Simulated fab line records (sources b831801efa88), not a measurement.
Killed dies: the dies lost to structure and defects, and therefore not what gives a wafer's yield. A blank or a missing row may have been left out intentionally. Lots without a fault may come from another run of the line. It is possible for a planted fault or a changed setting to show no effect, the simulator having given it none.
Commonality check across tools || flow gf180mcu || Sample size 14 lots and 42 wafers

REASON IT WAS OPENED
At GF_STI_THK_MEAS_30 the reading STI_OXIDATION_02_THK is flagged on 3 of 14 lots. No-fault wafers: 9.85 nm, standard deviation 0.18.
Rule: a lot is flagged when every wafer of it that has a number lies more than 4 standard deviations from that mean, or none has a number. All remaining lots are regarded as sound.

{"lot": "L290", "measured": "day 2 06:14", "on": "film metro-04", "STI_OXIDATION_02_THK (nm), wafer by wafer": "9.80 10.02 9.84", "flag": ""}
{"lot": "L292", "measured": "day 2 18:20", "on": "film metro-01", "STI_OXIDATION_02_THK (nm), wafer by wafer": "9.43 9.55 9.61", "flag": ""}
{"lot": "L293", "measured": "day 2 23:22", "on": "film metro-04", "STI_OXIDATION_02_THK (nm), wafer by wafer": "10.12 10.05 10.01", "flag": ""}
{"lot": "L294", "measured": "day 3 04:45", "on": "film metro-04", "STI_OXIDATION_02_THK (nm), wafer by wafer": "10.04 9.89 10.01", "flag": ""}
{"lot": "L296", "measured": "day 3 15:10", "on": "film metro-01", "STI_OXIDATION_02_THK (nm), wafer by wafer": "9.90 9.86 10.00", "flag": ""}
{"lot": "L297", "measured": "day 3 19:44", "on": "film metro-01", "STI_OXIDATION_02_THK (nm), wafer by wafer": "9.56 9.63 9.71", "flag": ""}
{"lot": "L303", "measured": "day 5 00:58", "on": "film metro-04", "STI_OXIDATION_02_THK (nm), wafer by wafer": "11.23 11.22 11.17", "flag": "FLAGGED"}
{"lot": "L304", "measured": "day 5 05:31", "on": "film metro-04", "STI_OXIDATION_02_THK (nm), wafer by wafer": "11.46 11.35 11.24", "flag": "FLAGGED"}
{"lot": "L305", "measured": "day 5 11:55", "on": "film metro-01", "STI_OXIDATION_02_THK (nm), wafer by wafer": "11.44 11.17 11.21", "flag": "FLAGGED"}
{"lot": "L306", "measured": "day 5 15:37", "on": "film metro-04", "STI_OXIDATION_02_THK (nm), wafer by wafer": "9.85 9.78 10.07", "flag": ""}
{"lot": "L309", "measured": "day 6 10:20", "on": "film metro-01", "STI_OXIDATION_02_THK (nm), wafer by wafer": "10.03 9.87 9.92", "flag": ""}
{"lot": "L311", "measured": "day 6 18:43", "on": "film metro-04", "STI_OXIDATION_02_THK (nm), wafer by wafer": "9.89 9.92 10.07", "flag": ""}
{"lot": "L312", "measured": "day 6 23:05", "on": "film metro-04", "STI_OXIDATION_02_THK (nm), wafer by wafer": "9.73 9.87 9.94", "flag": ""}
{"lot": "L313", "measured": "day 7 07:28", "on": "film metro-04", "STI_OXIDATION_02_THK (nm), wafer by wafer": "9.83 9.95 9.80", "flag": ""}
Average over the flagged lots: 11.28 nm; offset from the usual +1.43 nm, equal to +8 standard deviations.

TOOL THAT RAN EACH LOT
The record holds 1 process step before the reading, out of a route of 602 steps. Every cell lists first the tool, next ch and the chambers used by the sampled wafers, and last the start.
{"lot": "L290", "flag": "", "GF_STI_OXIDATION_29": "furnace-02 ch 0, day 2 04:49"}
{"lot": "L292", "flag": "", "GF_STI_OXIDATION_29": "furnace-02 ch 0, day 2 16:56"}
{"lot": "L293", "flag": "", "GF_STI_OXIDATION_29": "furnace-01 ch 0, day 2 21:58"}
{"lot": "L294", "flag": "", "GF_STI_OXIDATION_29": "furnace-01 ch 0, day 3 03:20"}
{"lot": "L296", "flag": "", "GF_STI_OXIDATION_29": "furnace-02 ch 0, day 3 13:46"}
{"lot": "L297", "flag": "", "GF_STI_OXIDATION_29": "furnace-01 ch 0, day 3 18:20"}
{"lot": "L303", "flag": "FLAGGED", "GF_STI_OXIDATION_29": "furnace-01 ch 0, day 4 23:34"}
{"lot": "L304", "flag": "FLAGGED", "GF_STI_OXIDATION_29": "furnace-01 ch 0, day 5 04:07"}
{"lot": "L305", "flag": "FLAGGED", "GF_STI_OXIDATION_29": "furnace-01 ch 0, day 5 10:31"}
{"lot": "L306", "flag": "", "GF_STI_OXIDATION_29": "furnace-02 ch 0, day 5 14:13"}
{"lot": "L309", "flag": "", "GF_STI_OXIDATION_29": "furnace-02 ch 0, day 6 08:55"}
{"lot": "L311", "flag": "", "GF_STI_OXIDATION_29": "furnace-02 ch 0, day 6 17:19"}
{"lot": "L312", "flag": "", "GF_STI_OXIDATION_29": "furnace-02 ch 0, day 6 21:42"}
{"lot": "L313", "flag": "", "GF_STI_OXIDATION_29": "furnace-02 ch 0, day 7 06:03"}
These steps, and what they do:
- GF_STI_OXIDATION_29: stabilise 600 s, purge 300 s, target thk 10 nm.
- GF_STI_THK_MEAS_30

FLAGGED OVER TOTAL, TOOL BY TOOL (the gauges that took the reading come last)
{"step": "GF_STI_OXIDATION_29", "tool": "furnace-01", "lots run": 6, "flagged": 3, "share of the flagged lots": "all", "sound lots run after its first flagged lot": 0}
{"step": "GF_STI_OXIDATION_29", "tool": "furnace-02", "lots run": 8, "flagged": 0, "share of the flagged lots": "none", "sound lots run after its first flagged lot": "-"}
{"step": "GF_STI_THK_MEAS_30", "tool": "film metro-01", "lots run": 5, "flagged": 1, "share of the flagged lots": "some", "sound lots run after its first flagged lot": "1 (L309)"}
{"step": "GF_STI_THK_MEAS_30", "tool": "film metro-04", "lots run": 9, "flagged": 2, "share of the flagged lots": "some", "sound lots run after its first flagged lot": "4 (L306,L311,L312,L313)"}

WHAT THE TABLE PERMITS
Rows of the table that ran each flagged lot: 1, that is furnace-01 at GF_STI_OXIDATION_29.
- furnace-01 at GF_STI_OXIDATION_29 ran 6 lots, 3 of them flagged. It ran its last sound lot, L297, at day 3 18:20 and its first flagged lot, L303, at day 4 23:34: a fault with its onset between the two fits.
Just one tool remains: furnace-01 at GF_STI_OXIDATION_29.

WHAT HAD BEEN PUT IN BY THE SIMULATOR
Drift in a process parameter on furnace-01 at GF_STI_OXIDATION_29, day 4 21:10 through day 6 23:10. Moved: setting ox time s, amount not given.
Lots struck among those shown: L303, L304, L305. Same finding as the rule above.
